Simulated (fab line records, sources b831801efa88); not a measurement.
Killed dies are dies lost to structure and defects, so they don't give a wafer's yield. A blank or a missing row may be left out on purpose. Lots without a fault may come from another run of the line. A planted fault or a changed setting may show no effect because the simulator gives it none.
Problem report in the 8D (eight disciplines) form, filled by code | flow gf180mcu | the parts of the form that need people (team, actions taken, sign-off) are left out

1. THE PROBLEM
PASSIVATION_CVD_00_THK at GF_PASSIVATION_THK_MEAS_01 reads a mean of 1330 nm on 1 wafer of 1 lot; wafers without a fault read 1005 nm with a standard deviation of 15. That is +22 standard deviations from the usual mean.
First seen on wafer L437.3, day 31 19:10, on film_metro-03. The record holds 15 wafers of 5 lots with a number at this step. Rule for "out", or "out of limits": more than 4 standard deviations from the usual mean. The other wafers with a number count as sound.

2. WHAT IT IS AND WHAT IT IS NOT
question                    | is                     | is not
which readings at this step | PASSIVATION_CVD_00_THK | -
which lots                  | L437                   | L426, L428, L446, L447
which wafers of those lots  | L437.3                 | L437.4, L437.5
read on which gauges        | film_metro-03          | film_metro-01, film_metro-04
when                        | from day 31 19:10      | up to then (8 sound wafers); but 6 sound wafers of L446, L447 came after

3. SUSPECTS, AND WHAT RULES EACH OUT
Counting: a tool at a process step up to the reading stays a suspect if it ran every lot that is out. Sound lots after the first of them don't rule it out here, since some wafers of a struck lot are sound.
- the gauge at GF_PASSIVATION_THK_MEAS_01: ruled out. All the wafers that are out were read on film_metro-03, but those of them that GF_PASSIVATION_PROBE_99 has rows for are out there too, on other tools.
- rie_metal-01 at GF_TOP_METAL_METAL_ETCH_16 (etches the open film in Cl2/BCl3, stops on SiO2, target depth 1197 nm, time 199.5 s): kept. It ran the lot that is out, L437 (day 31 18:24); its last sound lot up to then is L428 (day 29 07:03).
- plasma_asher-04 at GF_TOP_METAL_STRIP_17 (strips in O2/N2): kept. It ran the lot that is out, L437 (day 31 18:34).
- pecvd-02 at GF_PASSIVATION_CVD_00 (deposits SiO2 from TEOS, target thk 1000 nm, time 111.95 s): kept. It ran the lot that is out, L437 (day 31 19:04); its last sound lot up to then is L426 (day 27 20:10).
- Within plasma_asher-04 at GF_TOP_METAL_STRIP_17: the wafers that are out ran in chamber 1; their sound lot-mates ran in chamber 0.
Left after counting: rie_metal-01 at GF_TOP_METAL_METAL_ETCH_16, plasma_asher-04 at GF_TOP_METAL_STRIP_17, pecvd-02 at GF_PASSIVATION_CVD_00.

4. THE CAUSE (what the simulator had put in)
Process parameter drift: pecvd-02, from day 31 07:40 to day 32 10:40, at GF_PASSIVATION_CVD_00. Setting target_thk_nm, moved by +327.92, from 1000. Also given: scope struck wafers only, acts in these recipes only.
Counting left 3 suspects, and this tool is among them.

5. THE CHAIN OF EFFECTS, in route order
Each row: a reading whose mean over the struck wafers that have a number lies more than 3 standard deviations from the usual. Only readings for which the record gives a usual standard deviation are gone through. hours: the time from each lot's start at the first step in this table that gives one to its start at this step, as a median over the lots. sigmas: the change in usual standard deviations.
hours | step                       | reading                | usual   | on struck wafers | change | sigmas
0     | GF_PASSIVATION_THK_MEAS_01 | PASSIVATION_CVD_00_THK | 1005 nm | 1330             | +325   | +22
8     | GF_PASSIVATION_PROBE_99    | killed_at_other        | 0.0     | 4.0              | +4.0   | +33
The process steps in it:
- GF_PASSIVATION_PROBE_99

6. WHAT WOULD HAVE CAUGHT IT SOONER
In this record the first reading out of limits at a measuring or inspecting step was taken at day 31 19:10, 11 hours after the fault began at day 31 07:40.
Of the tool readings at GF_PASSIVATION_CVD_00 for which the record gives a usual standard deviation, none was out on any struck wafer, so an alarm limit of 4 standard deviations on them would not have fired.
All the lots that are out (1) had begun GF_PASSIVATION_CVD_00 on pecvd-02 by day 31 19:10. A hold on the tool at that time would have spared none of them.
